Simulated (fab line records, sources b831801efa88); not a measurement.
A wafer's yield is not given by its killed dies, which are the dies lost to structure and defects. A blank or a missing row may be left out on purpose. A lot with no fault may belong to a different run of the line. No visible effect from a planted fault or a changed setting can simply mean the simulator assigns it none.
Which tool did it? / flow sfq-line / 21 wafers from 7 lots sampled at 2 of the route's 325 steps

## WHAT THE GAUGES SHOWED, per wafer
SFQ_I2_OVL_MEAS_918.
lot=L647; measured=day 27 00:25; on=overlay-01; I2_OVL (nm)=-9 -9 -8
lot=L650; measured=day 28 01:25; on=overlay-02; I2_OVL (nm)=3 -1 1
lot=L658; measured=day 31 15:29; on=overlay-02; I2_OVL (nm)=7 8 7
lot=L661; measured=day 32 15:36; on=overlay-02; I2_OVL (nm)=2 0 -7
lot=L665; measured=day 33 19:12; on=overlay-01; I2_OVL (nm)=-2 1 2
lot=L667; measured=day 34 18:26; on=overlay-01; I2_OVL (nm)=11 7 2
lot=L669; measured=day 34 23:47; on=overlay-02; I2_OVL (nm)=-2 -3 -4

## WHICH TOOL RAN EACH LOT (tool, then ch and the chambers of the sampled wafers, then the start)
lot=L647; SFQ_TRILAYER_M2_ETCH_METAL_ETCH_060=rie-metal-02 ch 0,1, day 20 08:17
lot=L650; SFQ_TRILAYER_M2_ETCH_METAL_ETCH_060=rie-metal-04 ch 0,1, day 21 08:55
lot=L658; SFQ_TRILAYER_M2_ETCH_METAL_ETCH_060=rie-metal-04 ch 0,1, day 24 15:55
lot=L661; SFQ_TRILAYER_M2_ETCH_METAL_ETCH_060=rie-metal-02 ch 0, day 25 18:44
lot=L665; SFQ_TRILAYER_M2_ETCH_METAL_ETCH_060=rie-metal-04 ch 0,1, day 27 02:11
lot=L667; SFQ_TRILAYER_M2_ETCH_METAL_ETCH_060=rie-metal-04 ch 0,1, day 27 21:53
lot=L669; SFQ_TRILAYER_M2_ETCH_METAL_ETCH_060=rie-metal-01 ch 1, day 34 11:19
- SFQ_TRILAYER_M2_ETCH_METAL_ETCH_060: etches Nb in Cl2/Ar, stops on SiO2, target depth 240 nm, time 120 s.

## THE ANSWER, worked out from the rows above alone
Rule: the usual values come from the lots themselves. The widest of any qualifying gaps counts: lots, ordered by their means at a reading, are off when they make up no more than a third of the lots, leave a main group of 4 or more, and stand apart from it by 3 or more times the standard deviation of that group's means. The tables above print the reading to a certain number of digits; a main group whose means all agree to those digits is not used. A lot without any number at a reading at which 4 lots or more have one is off too. Any other lot the step has rows for is counted as sound.
No lot is off on any of the readings shown, so nothing can be concluded from this.

## WHAT WAS PUT IN BY THE SIMULATOR
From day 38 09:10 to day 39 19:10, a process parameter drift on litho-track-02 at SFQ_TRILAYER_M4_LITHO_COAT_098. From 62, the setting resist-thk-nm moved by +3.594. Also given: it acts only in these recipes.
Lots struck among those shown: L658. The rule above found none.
